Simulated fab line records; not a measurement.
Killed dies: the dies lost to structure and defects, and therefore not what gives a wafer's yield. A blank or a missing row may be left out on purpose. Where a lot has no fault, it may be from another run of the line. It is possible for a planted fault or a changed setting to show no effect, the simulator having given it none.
fab line records	flow sky130
record lots=12	wafers=36	lastDay=50
route steps=708 shown VIA4@656 METAL5@665 PASSIVATION@683 PAD_OPEN@708
lots untouched by any fault: they come from a run of this same line in which no faults occurred
startH: the number of hours between the record's first day and the start of the first shown wafer of the lot	waitH: hours since the lot's step before	" same as the row above	L1.1+2: a single row standing in for several wafers	- no value, or no start given	* or withheld: withheld	< > ~ a bound
route shown NAME@n: a module of which the file shows steps, and the number in the route of the first	usual: mean/standard deviation of fault-free wafers	same: alike in all rows	chamber/n: place in a boat	sites: per-site readings	_std_site: the standard deviation of these	_edge_site: inner sites' mean taken away from outer sites' mean	radiusMm: for every site, how far away it sits from the centre of the wafer	mask NAME#n: copy n	behind: tool/chamber where the wafer was last shaped	hold: the reason the lot was held/the length of the hold in hours/how it ended	device: transistor that didn't switch, given as n, p or np	end of line: tests of these same wafers at the route's end	for a step that has no rows: nothing shown but its recipe	killed: count of dies lost to structure and defects at first sort (not the wafer's yield)	map: the dies of a wafer, with x for killed, . for not killed, _ for no die there
set.NAME: the run value of the setting; set.NAME@STEP: its run value at that earlier step	model.NAME: the simulator's own value behind a step, which no gauge read
the route's steps for a sample of lots (tables are steps, rows are wafers)
services: the hour from which a tool's chamber was out of use, counted from the record's first day as startH (under 0 if before that day), plus the number of hours and why
## steps
# step SKY_VIA4_SPUTTER_17
# recipe material=TiN	targetThkNm=20	chamberPressurePa=5	powerW=4000	timeS=80
# usual throttleValvePct=29.9/0.77
lot.wafer	tool	chamber	startH	waitH	throttleValvePct
L950.1	pvdSputter-03	-	985.67	0.0	28.7
L950.3	"	-	"	"	31.1
L950.5	"	-	"	"	30.9
L951.4	pvdSputter-01	-	996.02	0.0	29.8
L951.5	"	-	"	"	30.2
L951.6	"	-	"	"	30.5
L954.1	pvdSputter-01	-	1027.62	0.0	30.2
L954.2	"	-	"	"	30.7
L954.3	"	-	"	"	29.7
L955.3	pvdSputter-02	-	1041.41	0.0	29.5
L955.4	"	-	"	"	30.1
L955.6	"	-	"	"	30.1
L958.1	pvdSputter-02	-	1056.72	0.0	28.4
L958.2	"	-	"	"	29.3
L958.5	"	-	"	"	28.5
L960.3	pvdSputter-03	-	1065.72	0.0	29.6
L960.5	"	-	"	"	29.5
L960.6	"	-	"	"	30.3
L959.1	pvdSputter-03	-	1068.38	0.0	31.2
L959.3	"	-	"	"	30.2
L959.5	"	-	"	"	31.0
L961.3	pvdSputter-02	-	1068.60	0.0	29.8
L961.4	"	-	"	"	29.6
L961.6	"	-	"	"	30.4
L962.1	pvdSputter-02	-	1076.92	0.0	29.9
L962.3	"	-	"	"	29.2
L962.4	"	-	"	"	30.1
L964.1	pvdSputter-01	-	1087.32	0.0	30.5
L964.2	"	-	"	"	30.8
L964.4	"	-	"	"	29.7
L972.1	pvdSputter-02	-	1146.65	0.0	28.3
L972.3	"	-	"	"	29.9
L972.6	"	-	"	"	30.4
L973.1	pvdSputter-02	-	1151.24	0.0	29.9
L973.2	"	-	"	"	29.1
L973.3	"	-	"	"	30.7
# step SKY_METAL5_SPUTTER_04
# recipe material=TiN	targetThkNm=70	powerW=6500	timeS=58.3	chamberPressurePa=0.4
# usual throttleValvePct=30.1/1.2
lot.wafer	tool	chamber	startH	waitH	throttleValvePct
L950.1	pvdSputter-04	-	986.48	0.0	32.4
L950.3	"	-	"	"	29.6
L950.5	"	-	"	"	32.2
L951.4	pvdSputter-04	-	996.83	0.0	32.1
L951.5	"	-	"	"	29.4
L951.6	"	-	"	"	32.4
L954.1	pvdSputter-02	-	1028.43	0.0	29.8
L954.2	"	-	"	"	30.3
L954.3	"	-	"	"	28.5
L955.3	pvdSputter-01	-	1042.22	0.0	30.6
L955.4	"	-	"	"	29.6
L955.6	"	-	"	"	30.7
L958.1	pvdSputter-01	-	1057.53	0.0	29.9
L958.2	"	-	"	"	30.6
L958.5	"	-	"	"	30.9
L960.3	pvdSputter-04	-	1066.53	0.0	32.1
L960.5	"	-	"	"	31.9
L960.6	"	-	"	"	29.3
L959.1	pvdSputter-04	-	1069.19	0.0	28.6
L959.3	"	-	"	"	31.9
L959.5	"	-	"	"	29.4
L961.3	pvdSputter-02	-	1069.41	0.0	29.4
L961.4	"	-	"	"	28.2
L961.6	"	-	"	"	29.2
L962.1	pvdSputter-01	-	1077.73	0.0	29.5
L962.3	"	-	"	"	30.5
L962.4	"	-	"	"	30.3
L964.1	pvdSputter-02	-	1088.13	0.0	30.4
L964.2	"	-	"	"	30.3
L964.4	"	-	"	"	30.0
L972.1	pvdSputter-04	-	1147.73	0.0	32.1
L972.3	"	-	"	"	28.4
L972.6	"	-	"	"	32.2
L973.1	pvdSputter-02	-	1152.24	0.0	30.1
L973.2	"	-	"	"	30.3
L973.3	"	-	"	"	28.4
# step SKY_PASSIVATION_CVD_02
# recipe material=Si3N4	targetThkNm=540	tempC=400	timeS=withheld	rfW=450
# usual heaterPowerOuterW=448/73	heaterPowerW=751/120
lot.wafer	tool	chamber	startH	waitH	heaterPowerOuterW	heaterPowerW
L950.1	pecvd-02	1	1010.16	0.1	392	720
L950.3	"	0	"	"	426	760
L950.5	"	0	"	"	451	771
L951.4	pecvd-03	1	1020.36	0.1	601	894
L951.5	"	2	"	"	516	920
L951.6	"	0	"	"	516	896
L954.1	pecvd-02	2	1051.08	0.1	324	594
L954.2	"	0	"	"	418	737
L954.3	"	1	"	"	430	754
L955.3	pecvd-03	0	1064.40	0.0	485	903
L955.4	"	2	"	"	539	952
L955.6	"	0	"	"	523	923
L958.1	pecvd-04	0	1079.40	0.1	460	740
L958.2	"	2	"	"	386	625
L958.5	"	1	"	"	439	671
L960.3	pecvd-04	2	1088.47	0.0	406	643
L960.5	"	1	"	"	417	646
L960.6	"	2	"	"	402	664
L959.1	pecvd-03	1	1090.80	0.1	498	781
L959.3	"	0	"	"	513	918
L959.5	"	0	"	"	527	914
L961.3	pecvd-02	0	1091.23	0.0	332	610
L961.4	"	2	"	"	344	613
L961.6	"	0	"	"	368	671
L962.1	pecvd-03	1	1099.76	0.1	553	833
L962.3	"	2	"	"	493	909
L962.4	"	0	"	"	510	869
L964.1	pecvd-03	1	1109.24	0.1	628	916
L964.2	"	2	"	"	551	974
L964.4	"	2	"	"	568	959
L972.1	pecvd-03	1	1165.86	0.1	533	803
L972.3	"	0	"	"	434	787
L972.6	"	2	"	"	549	965
L973.1	pecvd-02	2	1170.41	0.1	374	643
L973.2	"	0	"	"	418	756
L973.3	"	1	"	"	439	777
# step SKY_PASSIVATION_ETCH_11
# recipe chemistry=CF4/O2	targetDepthNm=725	stopOn=AlCu	sourceW=800	biasW=150	pressureMtorr=150	cf4FlowSccm=80	O2_flow_sccm=10	timeS=161.1
# usual drypumpMotorCurrentA=5.5/0.57	oesProductAu=0.977/0.0077	throttleValvePct=5.964/0.0088
lot.wafer	tool	chamber	startH	waitH	drypumpMotorCurrentA	oesProductAu	rfHoursCounterH	throttleValvePct
L950.1	rieDiel-03	0	1032.49	-	5.5	0.983	24	5.958
L950.3	"	1	"	"	5.8	0.983	4	5.949
L950.5	"	3	"	"	4.7	0.970	-	5.957
L951.4	rieDiel-04	1	1042.69	-	4.8	0.974	11	5.955
L951.5	"	0	"	"	6.3	0.972	-	5.956
L951.6	"	1	"	"	4.8	0.970	-	5.972
L954.1	rieDiel-01	0	1072.57	-	5.1	0.968	15	5.969
L954.2	"	1	"	"	5.4	0.988	12	5.968
L954.3	"	2	"	"	5.9	0.985	25	5.969
L955.3	rieDiel-04	1	1084.17	-	4.8	0.959	13	5.960
L955.4	"	2	"	"	4.7	0.971	20	5.967
L955.6	"	2	"	"	4.7	0.975	-	5.970
L958.1	rieDiel-03	1	1099.46	-	5.8	0.982	6	5.959
L958.2	"	3	"	"	4.7	0.974	26	5.971
L958.5	"	2	"	"	6.1	0.974	-	5.955
L960.3	rieDiel-04	3	1109.02	-	5.9	0.974	12	5.968
L960.5	"	0	"	"	6.4	0.973	-	5.949
L960.6	"	1	"	"	4.8	1.000	-	5.973
L959.1	rieDiel-03	3	1110.69	-	4.7	0.963	26	5.973
L959.3	"	0	"	"	5.5	0.967	1	5.958
L959.5	"	3	"	"	4.7	0.989	-	5.971
L961.3	rieDiel-04	0	1111.27	-	6.3	0.969	15	5.971
L961.4	"	1	"	"	4.8	0.979	14	5.965
L961.6	"	3	"	"	5.9	0.980	-	5.946
L962.1	rieDiel-03	1	1119.47	-	5.8	0.978	7	5.977
L962.3	"	3	"	"	4.7	0.985	26	5.969
L962.4	"	0	"	"	5.5	0.983	1	5.971
L964.1	rieDiel-01	2	1128.94	-	5.9	0.976	27	5.968
L964.2	"	0	"	"	5.0	0.973	17	5.972
L964.4	"	1	"	"	5.4	0.973	14	5.958
L972.1	rieDiel-03	3	1181.96	-	4.7	0.955	1	5.958
L972.3	"	1	"	"	5.8	0.964	9	5.961
L972.6	"	0	"	"	5.5	0.985	-	5.957
L973.1	rieDiel-04	3	1186.39	-	5.9	0.973	15	5.962
L973.2	"	0	"	"	6.3	0.970	17	5.956
L973.3	"	2	"	"	4.7	0.969	24	5.952
# step SKY_PAD_OPEN_PROBE_99
# usual defectLimitedYield=82.7/1.9	killed_at_M0_to_M3=43/6.6	killed_at_M4_up=3.1/1.6	killedAtContacts=23/5.6	killedAtFrontEnd=15/4.2	killedAtOther=0.2/0.43	killedDies=85/9.3	killedOpen=46/6.6	killedShort=39/6.2	sort_bin_3_pad_short=0.8/0.37	sort_bin_5_function=10.2/1.5	sort_bin_6_memory=6.2/1.1	sortNPass=407/9.3	sortYieldPct=82.7/1.9
# same grossDies=492	killedAtBackSide=0	sort_bin_4_leakage[%]=0	sort_bin_8_speed[%]=0
lot.wafer	tool	chamber	startH	waitH	defectLimitedYield[%]	killed_at_M0_to_M3	killed_at_M4_up	killedAtContacts	killedAtFrontEnd	killedAtOther	killedDies	killedOpen	killedShort	sort_bin_3_pad_short[%]	sort_bin_5_function[%]	sort_bin_6_memory[%]	sortNPass	sortYieldPct[%]
L950.1	prober-01	-	1056.66	0.1	81.5	44	1	32	13	1	91	50	41	0.6	10.8	7.1	401	81.5
L950.3	prober-01	-	1056.76	0.2	80.7	45	2	28	20	0	95	54	41	0.8	10.8	7.7	397	80.7
L950.5	prober-01	-	1056.86	0.2	81.1	43	5	26	19	0	93	46	47	1.0	11.4	6.5	399	81.1
L951.4	prober-02	-	1066.54	0.2	84.3	45	5	12	15	0	77	39	38	0.8	7.3	7.5	415	84.3
L951.5	prober-02	-	1066.59	0.2	84.3	46	4	16	11	0	77	44	33	0.8	8.7	6.1	415	84.3
L951.6	prober-02	-	1066.64	0.2	82.1	47	5	27	9	0	88	45	43	0.8	12.6	4.5	404	82.1
L954.1	prober-01	-	1095.47	0.1	83.5	39	1	20	21	0	81	49	32	0.4	9.3	6.7	411	83.5
L954.2	prober-01	-	1095.52	0.1	79.3	50	4	26	22	0	102	53	49	1.4	14.0	5.3	390	79.3
L954.3	prober-01	-	1095.57	0.2	86.2	48	0	12	8	0	68	38	30	1.2	8.3	4.3	424	86.2
L955.3	prober-02	-	1107.06	0.2	81.9	45	0	26	18	0	89	55	34	0.6	11.4	6.1	403	81.9
L955.4	prober-02	-	1107.11	0.2	80.5	45	2	22	27	0	96	55	41	1.4	12.0	6.1	396	80.5
L955.6	prober-02	-	1107.21	0.2	81.3	49	4	26	13	0	92	49	43	1.2	10.2	7.3	400	81.3
L958.1	prober-01	-	1121.18	0.1	83.7	47	3	21	9	0	80	38	42	1.8	9.1	5.3	412	83.7
L958.2	prober-01	-	1121.23	0.1	84.3	36	2	30	9	0	77	42	35	0.8	8.7	6.1	415	84.3
L958.5	prober-01	-	1121.38	0.2	84.3	38	4	24	11	0	77	42	35	0.8	10.0	4.9	415	84.3
L960.3	prober-02	-	1131.12	0.2	81.5	56	5	14	16	0	91	45	46	0.6	12.0	5.9	401	81.5
L960.5	prober-02	-	1131.22	0.2	83.5	44	5	25	7	0	81	47	34	1.0	11.0	4.5	411	83.5
L960.6	prober-02	-	1131.27	0.2	80.9	52	4	23	15	0	94	62	32	1.2	12.2	5.7	398	80.9
L959.1	prober-01	-	1132.56	0.1	80.7	42	1	37	15	0	95	57	38	1.2	11.2	6.9	397	80.7
L959.3	prober-01	-	1132.66	0.2	82.3	40	7	26	13	1	87	39	48	1.0	9.1	7.5	405	82.3
L959.5	prober-01	-	1132.76	0.2	81.3	44	3	27	18	0	92	39	53	0.6	11.2	6.9	400	81.3
L961.3	prober-02	-	1133.06	0.2	83.7	49	2	19	10	0	80	37	43	1.2	7.7	7.3	412	83.7
L961.4	prober-02	-	1133.11	0.2	81.5	36	5	34	16	0	91	51	40	1.4	9.1	7.9	401	81.5
L961.6	prober-02	-	1133.21	0.2	83.7	38	3	29	10	0	80	38	42	0.6	9.6	6.1	412	83.7
L962.1	prober-01	-	1141.25	0.1	84.6	42	1	23	9	1	76	44	32	0.2	10.6	4.7	416	84.6
L962.3	prober-01	-	1141.35	0.2	79.5	45	4	31	21	0	101	57	44	1.0	12.2	7.3	391	79.5
L962.4	prober-01	-	1141.40	0.2	86.2	23	1	23	21	0	68	40	28	0.4	9.3	4.1	424	86.2
L964.1	prober-01	-	1148.94	0.1	81.5	46	2	26	17	0	91	60	31	0.6	11.6	6.3	401	81.5
L964.2	prober-01	-	1148.99	0.1	83.3	41	3	26	12	0	82	42	40	0.8	9.8	6.1	410	83.3
L964.4	prober-01	-	1149.09	0.2	86.2	35	2	17	14	0	68	35	33	0.6	9.1	4.1	424	86.2
L972.1	prober-02	-	1199.85	0.1	82.3	30	21	21	14	1	87	39	30	1.6	11.6	4.5	405	82.3
L972.3	prober-02	-	1199.95	0.2	70.3	44	61	31	9	1	146	50	38	3.3	18.7	7.7	346	70.3
L972.6	prober-02	-	1200.10	0.2	73.6	38	58	21	13	0	130	42	32	3.5	15.2	7.7	362	73.6
L973.1	prober-02	-	1204.39	0.1	71.3	50	54	20	17	0	141	46	43	1.6	19.9	7.1	351	71.3
L973.2	prober-02	-	1204.44	0.1	78.5	36	49	15	6	0	106	38	25	2.8	11.6	7.1	386	78.5
L973.3	prober-02	-	1204.49	0.2	75.8	38	48	21	12	0	119	40	34	2.6	14.4	7.1	373	75.8
# killed by level:class
L950.1 CONTACT:geometricParticle:open=14 VIA1:geometricParticle:open=9 LI_CONTACT:geometricParticle:open=8 METAL1:geometricParticle:short=6 VIA2:geometricParticle:open=6 CONTACT:geometricParticle:short=5 METAL2:geometricParticle:short=5 POLY_GATE:geometricParticle:short=4
L950.3 VIA3:geometricParticle:open=16 LI_CONTACT:geometricParticle:open=8 CONTACT:geometricParticle:short=8 CONTACT:geometricParticle:open=8 METAL1:geometricParticle:short=8 FIELD_ISO:geometricParticle:short=6 VIA1:geometricParticle:open=6 FIELD_ISO:geometricParticle:open=5
L950.5 VIA1:geometricParticle:open=9 LI_CONTACT:geometricParticle:open=8 CONTACT:geometricParticle:short=8 VIA2:geometricParticle:open=7 LI_CONTACT:geometricParticle:short=6 METAL2:geometricParticle:short=6 FIELD_ISO:geometricParticle:open=5 FIELD_ISO:geometricParticle:short=4
L951.4 VIA1:geometricParticle:open=14 METAL1:geometricParticle:short=10 VIA3:geometricParticle:open=7 CONTACT:geometricParticle:open=6 POLY_GATE:geometricParticle:short=4 VIA2:geometricParticle:short=4 VIA3:geometricParticle:short=4 METAL4:geometricParticle:short=4
L951.5 VIA1:geometricParticle:open=11 VIA3:geometricParticle:open=8 LI_CONTACT:geometricParticle:open=7 VIA2:geometricParticle:open=7 METAL1:geometricParticle:short=5 VIA1:geometricParticle:short=5 METAL4:geometricParticle:short=4 POLY_GATE:geometricParticle:open=3
L951.6 LI_CONTACT:geometricParticle:open=13 VIA1:geometricParticle:open=11 FIELD_ISO:geometricParticle:short=6 METAL1:geometricParticle:short=6 VIA3:geometricParticle:open=5 CONTACT:geometricParticle:open=5 CONTACT:geometricParticle:short=5 VIA1:geometricParticle:short=5
L954.1 CONTACT:geometricParticle:open=8 FIELD_ISO:geometricParticle:open=7 VIA2:geometricParticle:open=7 VIA3:geometricParticle:open=7 LI_CONTACT:geometricParticle:open=6 METAL2:geometricParticle:short=5 METAL3:geometricParticle:short=5 POLY_GATE:geometricParticle:open=4
L954.2 VIA1:geometricParticle:open=16 CONTACT:geometricParticle:open=11 METAL1:geometricParticle:short=8 FIELD_ISO:geometricParticle:short=7 VIA3:geometricParticle:open=7 LI_CONTACT:geometricParticle:open=5 FIELD_ISO:geometricParticle:open=4 LI_CONTACT:geometricParticle:short=4
L954.3 CONTACT:geometricParticle:open=9 VIA3:geometricParticle:open=9 VIA1:geometricParticle:open=8 METAL1:geometricParticle:short=5 METAL2:geometricParticle:short=5 FIELD_ISO:geometricParticle:short=4 METAL1:geometricParticle:open=4 VIA2:geometricParticle:short=4
L955.3 VIA1:geometricParticle:open=11 CONTACT:geometricParticle:open=9 LI_CONTACT:geometricParticle:open=8 METAL1:geometricParticle:short=6 VIA2:geometricParticle:short=6 VIA2:geometricParticle:open=6 FIELD_ISO:geometricParticle:open=5 POLY_GATE:geometricParticle:short=5
L955.4 VIA1:geometricParticle:open=11 VIA3:geometricParticle:open=8 FIELD_ISO:geometricParticle:open=6 LI_CONTACT:geometricParticle:open=6 VIA2:geometricParticle:open=6 POLY_GATE:geometricParticle:short=5 CONTACT:geometricParticle:short=5 CONTACT:geometricParticle:open=5
L955.6 VIA1:geometricParticle:open=12 VIA3:geometricParticle:open=10 LI_CONTACT:geometricParticle:open=7 CONTACT:geometricParticle:open=7 METAL2:geometricParticle:short=7 METAL1:geometricParticle:short=6 LI_CONTACT:geometricParticle:short=4 LOCAL_INTERCONNECT:geometricParticle:short=4
L958.1 VIA3:geometricParticle:open=10 VIA1:geometricParticle:open=7 VIA2:geometricParticle:open=6 VIA1:geometricParticle:short=6 METAL2:geometricParticle:short=6 LI_CONTACT:geometricParticle:open=5 LOCAL_INTERCONNECT:geometricParticle:short=5 CONTACT:geometricParticle:short=5
L958.2 LI_CONTACT:geometricParticle:open=14 CONTACT:geometricParticle:open=7 VIA1:geometricParticle:open=7 METAL2:geometricParticle:short=6 VIA3:geometricParticle:open=5 LOCAL_INTERCONNECT:geometricParticle:short=4 METAL1:geometricParticle:short=4 VIA1:geometricParticle:short=4
L958.5 VIA1:geometricParticle:open=11 CONTACT:geometricParticle:open=9 VIA2:geometricParticle:open=8 LOCAL_INTERCONNECT:geometricParticle:short=5 CONTACT:geometricParticle:short=5 FIELD_ISO:geometricParticle:short=4 LI_CONTACT:geometricParticle:open=4 METAL1:geometricParticle:short=4
L960.3 VIA1:geometricParticle:open=10 VIA1:geometricParticle:short=9 METAL1:geometricParticle:short=8 VIA2:geometricParticle:open=7 VIA3:geometricParticle:open=7 VIA3:geometricParticle:short=6 POLY_GATE:geometricParticle:short=5 LI_CONTACT:geometricParticle:short=5
L960.5 CONTACT:geometricParticle:open=11 VIA1:geometricParticle:open=10 LI_CONTACT:geometricParticle:open=9 VIA2:geometricParticle:open=8 VIA1:geometricParticle:short=5 METAL4:geometricParticle:short=5 VIA3:geometricParticle:open=5 METAL2:geometricParticle:short=4
L960.6 VIA1:geometricParticle:open=18 VIA2:geometricParticle:open=12 CONTACT:geometricParticle:open=9 LI_CONTACT:geometricParticle:open=8 FIELD_ISO:geometricParticle:open=5 METAL2:geometricParticle:short=5 FIELD_ISO:geometricParticle:short=4 METAL1:geometricParticle:short=4
L959.1 VIA1:geometricParticle:open=15 CONTACT:geometricParticle:open=12 CONTACT:geometricParticle:short=11 LI_CONTACT:geometricParticle:open=10 VIA2:geometricParticle:open=6 FIELD_ISO:geometricParticle:short=5 METAL1:geometricParticle:short=5 POLY_GATE:geometricParticle:open=4
L959.3 VIA1:geometricParticle:open=8 LI_CONTACT:geometricParticle:open=8 CONTACT:geometricParticle:short=7 METAL1:geometricParticle:short=6 VIA3:geometricParticle:open=6 METAL2:geometricParticle:short=5 CONTACT:geometricParticle:open=5 VIA1:geometricParticle:short=5
L959.5 METAL1:geometricParticle:short=9 VIA2:geometricParticle:short=8 CONTACT:geometricParticle:open=8 VIA1:geometricParticle:open=8 CONTACT:geometricParticle:short=7 FIELD_ISO:geometricParticle:open=5 FIELD_ISO:geometricParticle:short=5 LI_CONTACT:geometricParticle:open=5
L961.3 METAL2:geometricParticle:short=13 METAL1:geometricParticle:short=10 VIA3:geometricParticle:open=7 CONTACT:geometricParticle:open=6 LOCAL_INTERCONNECT:geometricParticle:open=5 VIA1:geometricParticle:short=4 VIA1:geometricParticle:open=4 VIA2:geometricParticle:open=4
L961.4 CONTACT:geometricParticle:open=12 VIA1:geometricParticle:open=10 VIA2:geometricParticle:open=9 LI_CONTACT:geometricParticle:short=7 LI_CONTACT:geometricParticle:open=7 VIA3:geometricParticle:open=5 METAL4:geometricParticle:short=5 FIELD_ISO:geometricParticle:open=4
L961.6 CONTACT:geometricParticle:open=15 METAL2:geometricParticle:short=11 METAL1:geometricParticle:short=7 VIA1:geometricParticle:open=7 CONTACT:geometricParticle:short=5 FIELD_ISO:geometricParticle:short=4 LOCAL_INTERCONNECT:geometricParticle:short=4 VIA2:geometricParticle:open=4
L962.1 VIA1:geometricParticle:open=12 CONTACT:geometricParticle:open=7 FIELD_ISO:geometricParticle:short=5 METAL2:geometricParticle:short=5 LI_CONTACT:geometricParticle:open=5 CONTACT:geometricParticle:short=4 VIA1:geometricParticle:short=4 VIA2:geometricParticle:open=4
L962.3 CONTACT:geometricParticle:open=15 VIA1:geometricParticle:open=11 CONTACT:geometricParticle:short=7 VIA2:geometricParticle:open=7 VIA1:geometricParticle:short=6 METAL3:geometricParticle:short=5 LOCAL_INTERCONNECT:geometricParticle:short=5 VIA3:geometricParticle:open=5
L962.4 CONTACT:geometricParticle:open=8 LI_CONTACT:geometricParticle:open=7 VIA1:geometricParticle:open=6 FIELD_ISO:geometricParticle:short=5 FIELD_ISO:geometricParticle:open=5 POLY_GATE:geometricParticle:short=4 VIA3:geometricParticle:short=4 VIA1:geometricParticle:short=4
L964.1 CONTACT:geometricParticle:open=14 VIA2:geometricParticle:open=12 VIA3:geometricParticle:open=10 VIA1:geometricParticle:open=7 FIELD_ISO:geometricParticle:open=6 LI_CONTACT:geometricParticle:open=6 METAL3:geometricParticle:short=5 FIELD_ISO:geometricParticle:short=4
L964.2 VIA1:geometricParticle:open=11 CONTACT:geometricParticle:open=7 LI_CONTACT:geometricParticle:open=6 VIA1:geometricParticle:short=6 CONTACT:geometricParticle:short=5 VIA3:geometricParticle:open=5 METAL1:geometricParticle:short=5 VIA3:geometricParticle:short=5
L964.4 VIA1:geometricParticle:open=10 METAL1:geometricParticle:short=7 FIELD_ISO:geometricParticle:open=6 CONTACT:geometricParticle:open=5 VIA3:geometricParticle:open=5 CONTACT:geometricParticle:short=4 FIELD_ISO:geometricParticle:short=3 LI_CONTACT:geometricParticle:open=3
L972.1 VIA4:unspecified=18 LI_CONTACT:geometricParticle:open=7 CONTACT:geometricParticle:short=7 VIA1:geometricParticle:open=7 FIELD_ISO:geometricParticle:open=5 FIELD_ISO:geometricParticle:short=4 POLY_GATE:geometricParticle:open=4 CONTACT:geometricParticle:open=4
L972.3 VIA4:unspecified=58 VIA1:geometricParticle:open=16 CONTACT:geometricParticle:open=11 LI_CONTACT:geometricParticle:open=8 VIA2:geometricParticle:open=8 LOCAL_INTERCONNECT:geometricParticle:short=6 CONTACT:geometricParticle:short=4 METAL1:geometricParticle:short=3
L972.6 VIA4:unspecified=56 VIA1:geometricParticle:open=10 FIELD_ISO:geometricParticle:open=6 VIA2:geometricParticle:open=6 LI_CONTACT:geometricParticle:open=5 CONTACT:geometricParticle:open=5 VIA3:geometricParticle:open=5 LI_CONTACT:geometricParticle:short=4
L973.1 VIA4:unspecified=52 METAL2:geometricParticle:short=11 CONTACT:geometricParticle:open=10 VIA1:geometricParticle:open=7 VIA2:geometricParticle:open=7 FIELD_ISO:geometricParticle:short=5 METAL1:geometricParticle:short=5 VIA1:geometricParticle:short=5
L973.2 VIA4:unspecified=43 VIA1:geometricParticle:open=10 VIA3:geometricParticle:open=8 CONTACT:geometricParticle:open=6 METAL4:geometricParticle:short=5 LOCAL_INTERCONNECT:geometricParticle:short=4 VIA1:geometricParticle:short=4 FIELD_ISO:geometricParticle:open=3
L973.3 VIA4:unspecified=45 VIA2:geometricParticle:open=11 CONTACT:geometricParticle:open=8 POLY_GATE:geometricParticle:short=7 CONTACT:geometricParticle:short=6 VIA1:geometricParticle:open=6 METAL2:geometricParticle:short=5 LI_CONTACT:geometricParticle:open=4
## services
tool	chamber	startH	hours	kind
pecvd-03	-	976.61	2.8	pm
rieDiel-04	1	976.62	16.8	repair
rieDiel-04	2	978.34	9.4	repair
pvdSputter-02	-	978.97	7.7	repair
pecvd-03	-	982.63	14.6	pm
pvdSputter-01	-	984.57	1.2	repair
pvdSputter-02	-	996.28	1.3	repair
pvdSputter-02	-	997.45	8.9	repair
rieDiel-04	-	1001.71	2.8	pm
rieDiel-03	-	1010.55	0.4	repair
pvdSputter-01	-	1015.28	2.1	repair
rieDiel-03	0	1022.68	1.5	repair
pvdSputter-04	-	1036.32	7.4	repair
pvdSputter-02	-	1041.83	2.8	repair
pvdSputter-01	-	1058.95	10.0	repair
pecvd-03	-	1078.92	0.8	pm
rieDiel-03	-	1087.57	1.6	repair
rieDiel-03	-	1097.53	1.3	repair
rieDiel-03	1	1130.88	2.5	repair
pecvd-03	1	1133.65	7.8	repair
pecvd-02	-	1141.87	0.9	repair
pecvd-02	2	1181.42	8.2	repair
pvdSputter-01	-	1184.41	1.8	repair
rieDiel-03	0	1186.05	6.6	repair
## key
firstSign step=SKY_PAD_OPEN_PROBE_99	reading=killed_at_M4_up	direction=up	sigmas=28	usual=3.1	struck=48.5
effect step=SKY_PAD_OPEN_PROBE_99	reading=sort_bin_3_pad_short	direction=up	sigmas=4.7	usual=0.8	struck=2.6
metAt SKY_VIA4_SPUTTER_17
struckLots L972,L973
notActingAt SKY_METAL5_SPUTTER_04,SKY_PASSIVATION_CVD_02,SKY_PASSIVATION_ETCH_11
onsetBetween 1076.92 1146.65
alsoFits time
fault kind=chamberParticleSource	tool=pvdSputter-02	chamber=-	onsetH=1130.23	steps=SKY_VIA4_SPUTTER_17	ratePerVisitCm2=0.73196	endH=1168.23
